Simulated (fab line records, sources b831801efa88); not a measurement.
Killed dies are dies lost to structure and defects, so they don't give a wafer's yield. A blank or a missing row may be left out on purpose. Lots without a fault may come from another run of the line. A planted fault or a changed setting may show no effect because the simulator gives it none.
Which tool did it? | flow gf180mcu | 13 lots, 38 wafers sampled, at 5 steps of a route of 602

WHAT THE GAUGES READ, wafer by wafer
GF_V3_THK_MEAS_01.
lot  | measured     | on            | V3_CVD_00_THK (nm)
L950 | day 21 13:11 | film_metro-02 | 587 594 612
L951 | day 21 21:41 | film_metro-04 | 581 605 585
L953 | day 22 22:05 | film_metro-02 | 582 609 588
L954 | day 23 01:26 | film_metro-02 | 576 576 602
L955 | day 23 21:49 | film_metro-01 | 588 606 589
L956 | day 24 00:06 | film_metro-01 | 590 593 589
L958 | day 24 08:59 | film_metro-04 | 586 600 583
L961 | day 25 12:46 | film_metro-01 | 596 592 593
L964 | day 26 09:38 | film_metro-04 | 716 709 715 709
L965 | day 26 18:17 | film_metro-02 | 717 708 717 717 709 717
L966 | day 27 01:41 | film_metro-04 | 589 597 594
L970 | day 28 05:30 | film_metro-04 | 594 606 596
L972 | day 28 19:02 | film_metro-04 | 603 603 597

GF_V3_OVL_MEAS_15.
lot  | measured     | on         | V3_OVL (nm)
L950 | day 22 13:22 | overlay-01 | 13 9 10
L951 | day 22 22:17 | overlay-02 | 5 -7 -6
L953 | day 23 21:31 | overlay-02 | 3 0 1
L954 | day 24 00:43 | overlay-02 | 9 10 14
L955 | day 24 20:22 | overlay-01 | 4 -1 7
L956 | day 24 23:49 | overlay-01 | 3 -3 -6
L958 | day 25 06:57 | overlay-02 | -1 0 -1
L961 | day 26 10:05 | overlay-02 | 3 -1 -1
L964 | day 27 07:02 | overlay-02 | -5 -8
L965 | day 27 14:53 | overlay-02 | 4 5 8
L966 | day 27 21:59 | overlay-02 | 0 1 -5
L970 | day 29 00:44 | overlay-02 | -1 -6 -3
L972 | day 29 14:32 | overlay-02 | 5 6 4

WHICH TOOL RAN EACH LOT (tool, then ch and the chambers of the sampled wafers, then the start)
lot  | GF_V1_CMP_26                  | GF_M2_SPUTTER_00             | GF_V3_CVD_00
L950 | cmp-01 ch 0,1,3, day 18 08:08 | pvd_sputter-03, day 18 08:20 | hdpcvd-02 ch 0,2, day 21 13:04
L951 | cmp-02 ch 0,1,2, day 18 18:03 | pvd_sputter-03, day 18 18:21 | hdpcvd-02 ch 0,1,2, day 21 21:37
L953 | cmp-01 ch 1,2, day 19 17:47   | pvd_sputter-03, day 19 18:05 | hdpcvd-02 ch 0,1,2, day 22 22:01
L954 | cmp-02 ch 1,3, day 19 22:14   | pvd_sputter-04, day 19 22:32 | hdpcvd-02 ch 0,1,2, day 23 01:21
L955 | cmp-01 ch 1,2,3, day 20 19:38 | pvd_sputter-03, day 20 19:56 | hdpcvd-01 ch 0,1, day 23 21:44
L956 | cmp-02 ch 0,1,2, day 20 20:29 | pvd_sputter-03, day 20 20:41 | hdpcvd-01 ch 0,2, day 24 00:02
L958 | cmp-02 ch 0,3, day 21 08:01   | pvd_sputter-02, day 21 08:19 | hdpcvd-02 ch 1,2, day 24 08:53
L961 | cmp-01 ch 0,1,2, day 22 14:05 | pvd_sputter-02, day 22 14:17 | hdpcvd-02 ch 0,1,2, day 25 12:42
L964 | cmp-01 ch 1,2, day 23 11:43   | pvd_sputter-02, day 23 11:58 | hdpcvd-02 ch 0, day 26 09:34
L965 | cmp-01 ch 1,2,3, day 23 21:22 | pvd_sputter-03, day 23 21:40 | hdpcvd-02 ch 0,1,2, day 26 18:12
L966 | cmp-01 ch 0,1,3, day 24 04:44 | pvd_sputter-02, day 24 05:02 | hdpcvd-01 ch 0,2, day 27 01:37
L970 | cmp-01 ch 0,1,2, day 25 10:57 | pvd_sputter-04, day 25 11:09 | hdpcvd-01 ch 0,1, day 28 05:25
L972 | cmp-02 ch 1,2, day 26 03:16   | pvd_sputter-04, day 26 03:34 | hdpcvd-01 ch 0,2, day 28 18:58
- GF_V1_CMP_26: polishes, stops on SiO2, t overpolish 15 s, target thk 0 nm.
- GF_M2_SPUTTER_00: material Ti, target thk 37.5 nm, time 150 s.
- GF_V3_CVD_00: deposits SiO2, target thk 600 nm, time 100 s.

WHAT THE TOOLS THEMSELVES READ (means of the sampled wafers that have a number; where no wafer has one, the mark that the record gives instead)
GF_V1_CMP_26.
lot  | tool   | motor_current_A (A) | overpolish_run_s (s) | time_to_endpoint_s (s)
L950 | cmp-01 | 11.0                | 14.998               | 88
L951 | cmp-02 | 11.6                | 15.007               | 89
L953 | cmp-01 | 11.1                | 15.003               | 95
L954 | cmp-02 | 11.4                | 14.998               | 88
L955 | cmp-01 | 11.4                | 15.002               | 99
L956 | cmp-02 | 11.7                | 14.998               | 82
L958 | cmp-02 | 10.1                | 14.995               | 82
L961 | cmp-01 | 11.1                | 14.997               | 93
L964 | cmp-01 | 11.3                | 15.002               | 91
L965 | cmp-01 | 11.3                | 15.001               | 94
L966 | cmp-01 | 11.2                | 15.002               | 93
L970 | cmp-01 | 10.9                | 15.000               | 93
L972 | cmp-02 | 12.4                | 15.000               | 89

GF_M2_SPUTTER_00.
lot  | tool           | throttle_valve_pct (%)
L950 | pvd_sputter-03 | 29.9
L951 | pvd_sputter-03 | 29.5
L953 | pvd_sputter-03 | 29.4
L954 | pvd_sputter-04 | 29.4
L955 | pvd_sputter-03 | 30.1
L956 | pvd_sputter-03 | 30.1
L958 | pvd_sputter-02 | 31.4
L961 | pvd_sputter-02 | 30.8
L964 | pvd_sputter-02 | 31.0
L965 | pvd_sputter-03 | 30.1
L966 | pvd_sputter-02 | 30.4
L970 | pvd_sputter-04 | 29.6
L972 | pvd_sputter-04 | 29.1

GF_V3_CVD_00.
lot  | tool      | sih4_flow_sccm (sccm)
L950 | hdpcvd-02 | 59.94
L951 | hdpcvd-02 | 59.88
L953 | hdpcvd-02 | 59.94
L954 | hdpcvd-02 | 59.91
L955 | hdpcvd-01 | 59.84
L956 | hdpcvd-01 | 60.11
L958 | hdpcvd-02 | 60.01
L961 | hdpcvd-02 | 59.83
L964 | hdpcvd-02 | 71.97
L965 | hdpcvd-02 | 71.91
L966 | hdpcvd-01 | 60.19
L970 | hdpcvd-01 | 59.88
L972 | hdpcvd-01 | 60.04

THE ANSWER, worked out from the rows above alone
Rule: what is usual is taken from the lots themselves. Put in order of their means at a reading, lots are off if they are a third of the lots or fewer, leave a main group of 4 or more, and stand apart from it by a gap of 3 or more times the standard deviation of the main group's means; of several such gaps the widest counts. A main group whose means are all the same, to the digits that the tables above print for the reading, isn't used. A lot without any number at a reading at which 4 lots or more have one is off too. The other lots that the step has rows for count as sound. The gauges are gone through in route order, then the tools' own readings, and for those a lot's mean is taken as printed above. The first step at which some lot is off is used, and at that step the reading that is off furthest; a lot without a number counts as furthest.
Off: L964, L965, at GF_V3_THK_MEAS_01 (V3_CVD_00_THK). The main group: mean 593 nm, standard deviation 4.4.
A tool fits if, at a process step before that reading, it ran every lot that is off, and no sound lot after the first of them. The gauges at GF_V3_THK_MEAS_01 aren't tried: what is off there is off at GF_V3_CVD_00 too, on other tools, and a gauge's error can't cause that. One fits: hdpcvd-02 at GF_V3_CVD_00. Its last sound lot is L961 (day 25 12:42), its first lot that is off L964 (day 26 09:34): a fault that began between those two fits.
The tool's own readings at GF_V3_CVD_00 bear it out: on the lots that are off they differ by more than 5 times the standard deviation of the sound lots' means. sih4_flow_sccm reads 71.94 sccm there against 59.96 sccm on the sound lots.

WHAT THE SIMULATOR HAD PUT IN
Process parameter drift: hdpcvd-02, from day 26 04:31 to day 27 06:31, at GF_V3_CVD_00. Setting sih4_flow_sccm, moved by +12, from 60. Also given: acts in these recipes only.
Lots struck among those shown: L964, L965. The rule above found the same.
